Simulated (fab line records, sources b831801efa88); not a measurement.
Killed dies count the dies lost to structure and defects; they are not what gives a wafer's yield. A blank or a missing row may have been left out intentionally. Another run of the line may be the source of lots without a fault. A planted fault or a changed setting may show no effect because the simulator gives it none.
Struck lot and sound lot, side by side    flow sky130    14 steps out of a route of 708
Sound: wafers L528.2, L528.3, L528.6. Wafers L537.3, L537.4, L537.5 were the ones struck. The cause is named last.
For every step that has rows: the tool of each side, followed by ch and its chambers, followed by its first start. Under that, the readings that differ: sound wafers    struck wafers    difference of the means    sigmas: that difference in standard deviations of wafers without a fault.
alike: readings whose means differ by less than 2 such deviations, and words and numbers that are the same on both sides. not compared: withheld readings, readings that some wafer has no value for, bounds like >300 that may hide the same value, and numbers for which the record gives no deviation and whose values overlap.
A row with sigmas, a row that says differs or no value, or rows on one side alone: a step with any of these is where the two part. Numbers that don't overlap but have no deviation are shown without sigmas and don't part them. Lack of a reading on every wafer of one side parts them only where that side has two or more wafers.

first, 5 steps without rows for these wafers: SKY_POLY_GATE_COAT_08 (resist thk 450 nm); SKY_POLY_GATE_SOFTBAKE_09 (time 90 s); SKY_POLY_GATE_EXPOSE_10 (exposes mask P1M, target cd 150 nm); SKY_POLY_GATE_PEB_11; SKY_POLY_GATE_DEVELOP_12 (develop time 60 s).
SKY_POLY_GATE_CD_MEAS_13: the cd target is 150 nm.
  sound on cd sem-02 at day 17 10:13; struck on cd sem-01 at day 20 23:43
reading     sound              struck             difference  sigmas
cd nm (nm)  148.3 148.2 148.0  154.0 153.2 154.0  +5.6        +4
SKY_POLY_GATE_OVL_MEAS_14:
  sound on overlay-02 at day 17 10:20; struck on overlay-02 at day 20 23:48
  alike: POLY_GATE_OVL
SKY_POLY_GATE_ETCH_15: etches BARC in N2/H2, stops on SiO2, time 118.5 s, target depth 110 nm.
  sound on rie diel-03 ch 1,2, day 17 10:22; struck on rie diel-03 ch 0,2, day 20 23:50
  alike: chamber pressure mTorr, drypump motor current A, oes product au, throttle valve pct
  not compared: rf hours counter h
SKY_POLY_GATE_ETCH_16: etches Si3N4 in CH3F/O2, stops on poly-Si, time 147.5 s, target depth 75 nm.
  sound on rie diel-03 ch 1,2, day 17 10:26; struck on rie diel-03 ch 0,2, day 20 23:55
  alike: chamber pressure mTorr, drypump motor current A, oes product au, throttle valve pct
  not compared: rf hours counter h
SKY_POLY_GATE_ETCH_17: etches poly-Si in HBr/Cl2, stops on SiO2, target depth 180 nm, time 70.5 s.
  sound on rie si-02 ch 0,1,2, day 17 10:32; struck on rie si-01 ch 1,2,3, day 21 00:01
  alike: chamber pressure mTorr, drypump motor current A, he backside leak sccm, oes product au, throttle valve pct
  not compared: rf hours counter h
SKY_POLY_GATE_STRIP_18: strips in O2/N2.
  sound on plasma asher-02 ch 0,1, day 17 10:35; struck on plasma asher-02 ch 0,1, day 21 00:06
reading                       sound              struck             difference  sigmas
strip time to endpoint s (s)  3.119 3.116 3.145  3.173 3.186 3.199  +0.059      +2
  alike: chamber pressure mTorr, drypump motor current A, oes product au
  not compared: rf hours counter h
then, 1 step without rows for these wafers: SKY_POLY_GATE_CLEAN_19 (cleans in SC1/SC2, time 150 s).
SKY_POLY_GATE_OXIDATION_20: stabilise 600 s, purge 300 s, target thk 4 nm.
  struck on furnace-02, day 21 00:13; sound on furnace-02 ch 0, day 17 10:44
  no value came back on the struck wafers for ox temp c (C), ox temp c max, zone power upper pct (%); on the sound wafers ox temp c (C) reads 850.8 850.3 851.1
SKY_POLY_GATE_CD_MEAS_22:
  sound on cd sem-01 at day 17 12:05; struck on cd sem-02 at day 21 01:35
reading     sound              struck             difference  sigmas
cd nm (nm)  149.7 147.3 147.9  153.7 152.5 154.5  +5.3        +3

== WHERE THEY PART ==
Last at SKY_POLY_GATE_CD_MEAS_22 as far as this record goes, first at SKY_POLY_GATE_CD_MEAS_13.

WHY: the cause the simulator had injected
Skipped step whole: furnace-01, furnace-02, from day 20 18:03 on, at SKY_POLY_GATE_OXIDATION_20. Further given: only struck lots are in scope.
